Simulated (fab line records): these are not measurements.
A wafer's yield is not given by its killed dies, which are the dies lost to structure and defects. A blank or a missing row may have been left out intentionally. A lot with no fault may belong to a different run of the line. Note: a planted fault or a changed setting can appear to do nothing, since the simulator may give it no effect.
Comparing a struck lot with a sound one | flow sky130 | 42 out of 708 route steps
Sound: wafers L957.4, L957.5, L957.6. The struck wafers were L961.1, L961.4, L961.6. The cause comes at the end.
At each step with rows: each side's tool, then ch and its chambers, then its first start. Under that, the readings that differ: sound wafers | struck wafers | difference of the means | sigmas: that difference in standard deviations of wafers without a fault.
alike: readings with means less than 2 such deviations apart, plus words and numbers identical on both sides. not compared: withheld readings, readings lacking a value on some wafer, bounds such as >300 that could conceal the same value, and numbers that have no deviation in the record and whose values overlap.
A row with sigmas, a row that says differs or no value, or rows on one side alone: a step with any of these is where the two part. Non-overlapping numbers with no deviation appear without sigmas and do not part them. A reading that every wafer of one side lacks parts them only if that side has two wafers or more.

first, 4 steps without rows for these wafers: SKY_PWDE_SOFTBAKE_03; SKY_PWDE_EXPOSE_04 (exposes mask PWDEM, target cd 840 nm); SKY_PWDE_PEB_05; SKY_PWDE_DEVELOP_06 (develop time 60 s).
SKY_PWDE_OVL_MEAS_07:
  sound: overlay-02 at day 3 17:05; struck: overlay-02 at day 5 11:52
  alike: PWDE_OVL
then, 1 step without rows for these wafers: SKY_PWDE_IMPLANT_08.
SKY_PWDE_STRIP_09: strips in O2/N2.
  sound on plasma_asher-02 ch 0,1, day 3 17:17; struck on plasma_asher-01 ch 0,1, day 5 12:04
  alike: drypump_motor_current_A, oes_product_au, strip_time_to_endpoint_s
  not compared: rf_hours_counter_h
SKY_PWDE_TW_MEAS_10:
  sound: film_metro-03 at day 3 17:23; struck: film_metro-03 at day 5 12:10
  alike: PWDE_TW
then, 4 steps without rows for these wafers: SKY_NWELL_DEHYDRATE_03 (time 60 s); SKY_NWELL_HMDS_04 (prime time 60 s); SKY_NWELL_COAT_05 (resist thk 3000 nm); SKY_NWELL_SOFTBAKE_06.
SKY_NWELL_EXPOSE_07: exposes mask NWM, target cd 840 nm.
  sound on iline_stepper-01 ch 0, day 4 01:34; struck on iline_stepper-02 ch 0, day 5 20:36
  alike: mask, stage_vel_mm_s
then, 2 steps without rows for these wafers: SKY_NWELL_PEB_08; SKY_NWELL_DEVELOP_09 (develop time 60 s).
SKY_NWELL_OVL_MEAS_10:
  sound: overlay-02 at day 4 09:32; struck: overlay-01 at day 6 06:21
  alike: NWELL_00_OVL
then, 3 steps without rows for these wafers: SKY_NWELL_IMPLANT_11; SKY_NWELL_IMPLANT_12; SKY_NWELL_IMPLANT_13.
SKY_NWELL_STRIP_14: strips in O2/N2.
  sound on plasma_asher-03 ch 0,1, day 4 10:02; struck on plasma_asher-03 ch 0,1, day 6 06:50
  alike: drypump_motor_current_A, oes_product_au, strip_time_to_endpoint_s
  not compared: rf_hours_counter_h
SKY_NWELL_TW_MEAS_15:
  sound: film_metro-03 at day 4 10:08; struck: film_metro-03 at day 6 06:56
  alike: NWELL_TW
then, 7 steps without rows for these wafers: SKY_NWELL_DEHYDRATE_16 (time 60 s); SKY_NWELL_HMDS_17 (prime time 60 s); SKY_NWELL_COAT_18 (resist thk 3000 nm); SKY_NWELL_SOFTBAKE_19; SKY_NWELL_EXPOSE_20 (exposes mask NWM COMPLEMENT, target cd 840 nm); SKY_NWELL_PEB_21; SKY_NWELL_DEVELOP_22 (develop time 60 s).
SKY_NWELL_OVL_MEAS_23:
  sound: overlay-02 at day 5 03:10; struck: overlay-02 at day 7 02:09
  alike: NWELL_01_OVL
then, 1 step without rows for these wafers: SKY_NWELL_IMPLANT_24.
SKY_NWELL_STRIP_25: strips in O2/N2.
  sound on plasma_asher-01 ch 0,1, day 5 03:23; struck on plasma_asher-03 ch 0,1, day 7 02:20
  alike: drypump_motor_current_A, oes_product_au, strip_time_to_endpoint_s
  not compared: rf_hours_counter_h
SKY_NWELL_TW_MEAS_26:
  sound: film_metro-01 at day 5 03:28; struck: film_metro-03 at day 7 02:26
  alike: NWELL_2_TW
then, 1 step without rows for these wafers: SKY_NWELL_CLEAN_27 (cleans in SC1/SC2, time 150 s).
SKY_NWELL_RTA_28: time 30 s.
  sound on rtp_anneal-02 ch 0, day 5 03:36; struck on rtp_anneal-01 ch 0, day 7 02:35
  alike: lamp_power_pct, ramp_up_c_per_s, wafer_temp_C_max
SKY_NWELL_RS_MEAS_29: a four-point-probe measurement.
  sound: film_metro-01 at day 5 03:43; struck: film_metro-01 at day 7 02:41
  reading           | sound             | struck            | difference | sigmas
  NWELL_RS (ohm/sq) | 626.5 624.3 624.4 | 627.4 628.4 629.4 | +3.3       | +2
SKY_NWELL_RS_MEAS_31: a four-point-probe measurement.
  sound: film_metro-01 at day 5 03:57; struck: film_metro-01 at day 7 02:56
  alike: PWDE_RS
then, 5 steps without rows for these wafers: SKY_VT_ADJUST_HVTP_DEHYDRATE_00 (time 60 s); SKY_VT_ADJUST_HVTP_HMDS_01 (prime time 60 s); SKY_VT_ADJUST_HVTP_COAT_02 (resist thk 1140 nm); SKY_VT_ADJUST_HVTP_SOFTBAKE_03 (time 60 s); SKY_VT_ADJUST_HVTP_EXPOSE_04 (exposes mask HVTPM, target cd 380 nm).
-- record jumps: 41 days separate the struck wafers' starts on either side; left off in module VT_ADJUST_HVTP, taken up again in module PAD_OPEN, whose first shown step is the route's number 708 --
SKY_PAD_OPEN_PROBE_99:
  sound: prober-01 at day 45 19:49; struck: prober-01 at day 47 20:44
  reading                                 | sound                         | struck                       | difference | sigmas
  model.etest.nfet_16v.r_on_ohm_um        | 1.435e+04 1.445e+04 1.431e+04 | 1.356e+04 1.34e+04 1.351e+04 | -8.800e+02 |
  model.etest.res_nwell.line_ohm_um       | 1134 1100 1075                | 1006 994.2 970.9             | -113       |
  model.etest.res_nwell.width_nm (nm)     | 841.6 836.6 832               | 939.4 942.3 940.2            | +103.9     |
  model.etest.res_iso_pwell.width_nm (nm) | 2658 2660 2650                | 2581 2593 2573               | -74        |
  model.etest.pfet_16v.drive_ua_um        | 239.6 245.3 250.5             | 231.4 231.6 233              | -13.1      |
  alike: killed_at_M0_to_M3, killed_at_M4_up, killed_at_contacts, killed_at_front_end, killed_at_other, killed_dies, killed_open, killed_short
  not compared: model.etest.pfet_16v.r_on_ohm_um, model.etest.iso_nwell_nwell.leak_log10_a_um

== WHERE THEY PART ==
At SKY_NWELL_RS_MEAS_29 and nowhere else, as far as this record goes. Later steps at which nothing parts them and some readings are alike: SKY_NWELL_RS_MEAS_31, SKY_PAD_OPEN_PROBE_99.

WHY: whatever the simulator had introduced
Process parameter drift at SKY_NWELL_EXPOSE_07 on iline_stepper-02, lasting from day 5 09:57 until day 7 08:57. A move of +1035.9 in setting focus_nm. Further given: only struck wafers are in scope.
